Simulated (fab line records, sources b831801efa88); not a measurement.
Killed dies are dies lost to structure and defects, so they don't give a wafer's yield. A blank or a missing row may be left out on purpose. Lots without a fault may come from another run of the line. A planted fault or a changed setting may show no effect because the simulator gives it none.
fab line records | flow sfq_line
record lots=14 wafers=42 last_day=81
route steps=325 shown I2@113 R5@216 M6@264
lots that met no fault: from a run of the same line without faults
start_h: hours from the record's first day to the start of the lot's first wafer shown | wait_h: hours since the lot's step before | " the same as in the row above | L1.1+2: a row that stands for several wafers | - no value, or no start given | * or withheld: withheld | < > ~ a bound
route shown NAME@n: a module of which the file shows steps, and the number in the route of the first | usual: mean/standard deviation of fault-free wafers | same: alike in all rows | chamber/n: place in a boat | sites: the reading at each site | _std_site: their standard deviation | _edge_site: outer sites' mean less inner sites' | radius_mm: how far each site lies from the wafer's centre | mask NAME#n: copy n | behind: the tool/chamber that last shaped the wafer | hold: why the lot was held/for how many hours/how that ended | device: the transistor (n, p or np) that didn't switch | end of line: the same wafers' tests at the end of the route | a step without rows: its recipe alone | killed: dies lost to structure and defects at the first sort, not the wafer's yield | map: a wafer's dies, x killed, . not, _ none there
set.NAME: the setting as run; set.NAME@STEP: as run at that earlier step | model.NAME: the simulator's own value behind a step, which no gauge read
steps of the route over a sample of lots; a table a step, a row a wafer
services: from which hour (start_h, from the record's first day; less than 0 if before it) a tool's chamber was out of use, for how many hours, and why
## steps
# step SFQ_I2_OVL_MEAS_918
# usual I2_OVL=1/5.2
# columns lot.wafer tool chamber start_h wait_h I2_OVL[nm]
L536.2 overlay-02 - 549.93 0.1 2
L536.4 " - " " 5
L536.6 " - " " 4
L537.3 overlay-01 - 551.13 0.1 -9
L537.4 " - " " -1
L537.5 " - " " -4
L541.4 overlay-01 - 720.08 0.1 7
L541.5 " - " " 1
L541.6 " - " " 7
L542.3 overlay-02 - 727.28 0.1 1
L542.4 " - " " -1
L542.5 " - " " -4
L544.1 overlay-01 - 732.06 0.1 -4
L544.2 " - " " 2
L544.4 " - " " 0
L545.1 overlay-02 - 891.05 0.1 6
L545.3 " - " " 7
L545.5 " - " " 4
L546.1 overlay-02 - 893.45 0.1 -2
L546.3 " - " " 1
L546.4 " - " " -4
L548.2 overlay-02 - 903.05 0.1 5
L548.3 " - " " 10
L548.6 " - " " 0
L549.1 overlay-01 - 904.25 0.1 2
L549.3 " - " " -1
L549.4 " - " " 2
L550.1 overlay-01 - 905.45 0.1 -4
L550.2 " - " " -1
L550.6 " - " " -2
L551.3 overlay-01 - 907.86 0.1 -10
L551.4 " - " " -6
L551.6 " - " " -5
L554.1 overlay-01 - 911.45 0.1 4
L554.3 " - " " 2
L554.5 " - " " 0
L558.1 overlay-01 - 918.65 0.1 6
L558.4 " - " " 6
L558.5 " - " " -3
L559.2 overlay-01 - 919.85 0.1 -3
L559.4 " - " " -5
L559.5 " - " " -1
# step SFQ_R5_THK_MEAS_934
# recipe thk_meas_gauge=xrf reads=MoNx_of_TRILAYER_R5_DEP_SPUTTER_133
# usual R5_MONX_THK=40.6/0.39
# columns lot.wafer tool chamber start_h wait_h R5_MONX_THK[nm]
L536.2 film_metro-02 - 1037.31 0.1 40.7
L536.4 " - " " 40.7
L536.6 " - " " 40.4
L537.3 film_metro-04 - 1040.32 0.1 40.8
L537.4 " - " " 40.6
L537.5 " - " " 40.4
L541.4 film_metro-04 - 1086.45 0.1 41.3
L541.5 " - " " 40.8
L541.6 " - " " 41.4
L542.3 film_metro-02 - 1088.32 0.1 40.7
L542.4 " - " " 40.3
L542.5 " - " " 40.6
L544.1 film_metro-04 - 1123.38 0.1 40.2
L544.2 " - " " 40.8
L544.4 " - " " 40.0
L545.1 film_metro-04 - 1143.02 0.1 41.0
L545.3 " - " " 40.5
L545.5 " - " " 41.2
L546.1 film_metro-04 - 1145.08 0.1 41.0
L546.3 " - " " 40.6
L546.4 " - " " 41.0
L548.2 film_metro-02 - 1446.31 0.1 40.2
L548.3 " - " " 40.8
L548.6 " - " " 40.5
L549.1 film_metro-03 - 1447.10 0.1 40.8
L549.3 " - " " 41.2
L549.4 " - " " 40.8
L550.1 film_metro-03 - 1449.30 0.1 40.7
L550.2 " - " " 40.5
L550.6 " - " " 40.7
L551.3 film_metro-02 - 1450.12 0.1 39.9
L551.4 " - " " 40.3
L551.6 " - " " 40.0
L554.1 film_metro-03 - 1455.30 0.1 41.3
L554.3 " - " " 41.3
L554.5 " - " " 41.1
L558.1 film_metro-03 - 1462.10 0.1 40.2
L558.4 " - " " 40.5
L558.5 " - " " 40.1
L559.2 film_metro-02 - 1465.11 0.1 40.6
L559.4 " - " " 40.8
L559.5 " - " " 40.5
# step SFQ_TRILAYER_R5_ETCH_METAL_ETCH_139
# recipe stop_on=SiO2 mask_material=PR chemistry=Cl2 target_depth_nm=60 icp_w=600 bias_w=80 pressure_mtorr=10 time_s=40
# usual chamber_pressure_mTorr=9.999/0.0089 drypump_motor_current_A=5.9/0.3 oes_product_au=0.991/0.0057 rf_fwd_power_W=593.2/2.5
# columns lot.wafer tool chamber start_h wait_h chamber_pressure_mTorr drypump_motor_current_A oes_product_au rf_fwd_power_W rf_hours_counter_h
L536.2 rie_metal-01 1 1108.22 0.0 10.010 5.7 0.982 594.5 50
L536.4 " 0 " " 10.010 5.8 0.992 595.5 -
L536.6 " 1 " " 9.990 5.7 0.980 595.6 -
L537.3 rie_metal-04 0 1109.44 0.0 10.001 6.3 0.997 591.6 -
L537.4 " 1 " " 9.980 5.7 0.986 590.4 -
L537.5 " 1 " " 9.994 5.7 0.983 592.1 -
L541.4 rie_metal-04 0 1115.44 0.0 10.000 6.3 0.987 589.2 -
L541.5 " 1 " " 10.004 5.7 0.986 593.8 -
L541.6 " 0 " " 10.023 6.3 0.995 587.4 -
L542.3 rie_metal-03 0 1117.84 0.0 10.005 5.5 0.983 594.1 -
L542.4 " 1 " " 9.996 6.3 0.994 595.4 -
L542.5 " 1 " " 9.990 6.3 0.992 597.8 -
L544.1 rie_metal-03 0 1127.42 0.0 9.996 5.5 0.988 596.7 38
L544.2 " 1 " " 9.988 6.3 0.986 594.7 6
L544.4 " 1 " " 10.002 6.3 0.984 595.9 -
L545.1 rie_metal-03 0 1149.02 0.0 10.002 5.6 0.984 594.8 42
L545.3 " 1 " " 9.996 6.3 0.988 595.7 -
L545.5 " 0 " " 10.008 5.6 0.989 593.7 -
L546.1 rie_metal-01 0 1152.62 0.0 9.997 5.8 0.999 597.2 29
L546.3 " 0 " " 9.998 5.7 0.995 597.2 -
L546.4 " 1 " " 10.006 5.7 0.991 593.1 -
L548.2 rie_metal-04 1 1448.71 0.0 9.998 5.7 0.984 591.7 74
L548.3 " 0 " " 10.013 6.3 0.990 590.1 -
L548.6 " 1 " " 9.993 5.7 0.988 593.0 -
L549.1 rie_metal-04 1 1449.91 0.0 10.001 5.7 0.910 496.4 75
L549.3 " 0 " " 9.994 6.3 0.923 498.8 -
L549.4 " 1 " " 9.997 5.7 0.921 496.8 -
L550.1 rie_metal-04 0 1456.23 0.0 10.002 6.3 0.920 493.5 131
L550.2 " 1 " " 9.986 5.7 0.923 495.9 76
L550.6 " 0 " " 10.009 6.3 0.914 496.2 -
L551.3 rie_metal-03 1 1535.01 0.0 9.994 6.3 0.994 593.0 -
L551.4 " 0 " " 10.000 5.5 0.987 597.7 -
L551.6 " 0 " " 10.000 5.6 0.989 593.0 -
L554.1 rie_metal-01 1 1539.79 0.0 9.999 5.7 0.982 593.7 115
L554.3 " 0 " " 9.989 5.8 1.000 596.0 -
L554.5 " 1 " " 9.993 5.7 0.987 593.8 -
L558.1 rie_metal-01 0 1545.79 0.0 9.994 5.8 0.989 594.7 87
L558.4 " 0 " " 10.009 5.8 0.993 595.4 -
L558.5 " 1 " " 10.017 5.8 0.995 592.8 -
L559.2 rie_metal-03 1 1551.79 0.0 9.991 6.3 0.987 595.4 64
L559.4 " 0 " " 9.997 5.5 0.982 594.1 -
L559.5 " 1 " " 9.984 6.3 0.997 593.5 -
# step SFQ_TRILAYER_M6_STRIP_STRIP_163
# recipe gas=O2 power_w=200 platen_temp_c=40 overash_fraction=0.65 chemistry=O2 pressure_mtorr=50
# usual chamber_pressure_mTorr=50.00/0.046 drypump_motor_current_A=5.9/0.4 oes_product_au=1.006/0.0097
# columns lot.wafer tool chamber start_h wait_h chamber_pressure_mTorr drypump_motor_current_A oes_product_au rf_hours_counter_h
L536.2 rie_metal-01 0 1362.92 0.1 49.96 5.7 1.007 59
L536.4 " 1 " " 50.07 5.7 1.001 -
L536.6 " 0 " " 50.03 5.8 1.013 -
L537.3 rie_metal-01 0 1365.52 0.2 50.01 5.8 1.018 -
L537.4 " 1 " " 49.95 5.8 0.997 -
L537.5 " 1 " " 49.99 5.8 0.997 -
L541.4 rie_metal-04 0 1373.92 0.2 49.97 6.3 1.007 -
L541.5 " 1 " " 49.99 5.7 0.996 -
L541.6 " 0 " " 50.03 6.3 1.007 -
L542.3 rie_metal-01 0 1378.72 0.2 49.99 5.8 1.019 -
L542.4 " 1 " " 49.97 5.7 1.002 -
L542.5 " 0 " " 49.98 5.8 1.009 -
L544.1 rie_metal-04 0 1386.92 0.1 50.01 6.3 1.007 119
L544.2 " 1 " " 49.95 5.7 1.000 63
L544.4 " 1 " " 49.95 5.7 0.995 -
L545.1 rie_metal-02 1 1395.51 0.1 49.99 5.2 1.007 45
L545.3 " 0 " " 49.91 6.5 1.016 -
L545.5 " 1 " " 50.01 5.2 1.012 -
L546.1 rie_metal-04 1 1396.83 0.1 50.00 5.7 1.004 65
L546.3 " 1 " " 49.96 5.7 1.000 -
L546.4 " 0 " " 50.04 6.3 1.005 -
L548.2 rie_metal-01 0 1476.86 0.1 49.98 5.8 1.003 77
L548.3 " 1 " " 50.04 5.7 1.000 -
L548.6 " 1 " " 49.96 5.7 1.001 -
L549.1 rie_metal-04 0 1551.77 0.1 49.93 6.3 1.010 146
L549.3 " 1 " " 50.08 5.7 1.005 -
L549.4 " 0 " " 50.00 6.4 1.015 -
L550.1 rie_metal-02 1 1554.17 0.1 49.97 5.2 1.007 69
L550.2 " 0 " " 50.00 6.5 1.012 34
L550.6 " 0 " " 50.03 6.5 1.021 -
L551.3 rie_metal-02 0 1725.41 0.2 49.97 6.5 1.012 -
L551.4 " 1 " " 49.98 5.2 1.004 -
L551.6 " 0 " " 49.97 6.5 1.008 -
L554.1 rie_metal-02 1 1728.81 0.1 50.02 5.2 1.012 92
L554.3 " 1 " " 50.03 5.2 1.008 -
L554.5 " 1 " " 50.07 5.2 1.004 -
L558.1 rie_metal-01 1 1734.81 0.1 49.93 5.7 0.990 147
L558.4 " 1 " " 50.00 5.7 0.990 -
L558.5 " 0 " " 50.07 5.8 1.011 -
L559.2 rie_metal-04 1 1736.01 0.1 49.95 5.7 0.984 118
L559.4 " 0 " " 50.02 6.3 1.001 -
L559.5 " 1 " " 49.91 5.7 0.991 -
## services
# columns tool chamber start_h hours kind
rie_metal-03 - 1118.96 0.3 repair
rie_metal-02 - 1248.71 1.4 pm
rie_metal-01 1 1255.69 4.8 repair
rie_metal-02 - 1272.87 14.6 pm
rie_metal-04 - 1313.00 1.2 repair
rie_metal-02 0 1416.76 6.2 repair
rie_metal-01 - 1422.01 0.2 repair
rie_metal-03 - 1435.74 28.1 pm
rie_metal-01 - 1440.84 1.4 pm
rie_metal-03 1 1490.74 13.0 repair
rie_metal-04 0 1556.05 - clean
rie_metal-04 0 1556.05 - consumable_replace:focus_ring
rie_metal-04 0 1556.05 18.8 scheduled_down
rie_metal-04 0 1556.05 18.8 vent_cycle
rie_metal-04 - 1576.27 0.4 repair
rie_metal-02 - 1603.00 3.8 repair
rie_metal-02 - 1624.61 2.8 pm
rie_metal-01 - 1634.47 2.8 pm
rie_metal-01 0 1641.37 4.1 repair
rie_metal-03 - 1649.64 4.3 pm
rie_metal-03 0 1660.05 4.1 repair
rie_metal-02 1 1699.75 17.9 repair
rie_metal-03 0 1702.99 9.1 repair
rie_metal-03 - 1709.06 2.0 repair
## key
first_sign step=SFQ_TRILAYER_R5_ETCH_METAL_ETCH_139 reading=rf_fwd_power_W direction=down sigmas=38 usual=593.2 struck=496.3
effect step=SFQ_TRILAYER_R5_ETCH_METAL_ETCH_139 reading=oes_product_au direction=down sigmas=13 usual=0.991 struck=0.918
met_at SFQ_TRILAYER_R5_ETCH_METAL_ETCH_139
struck_lots L549,L550
not_acting_at SFQ_I2_OVL_MEAS_918,SFQ_R5_THK_MEAS_934,SFQ_TRILAYER_M6_STRIP_STRIP_163
onset_between 1448.71 1449.91
fault kind=process_parameter_drift tool=rie_metal-04 chamber=- onset_h=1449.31 steps=SFQ_TRILAYER_R5_ETCH_METAL_ETCH_139 channel=icp_w offset=-96 shape=step end_h=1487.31 acts_in=these_recipes_only stated=600
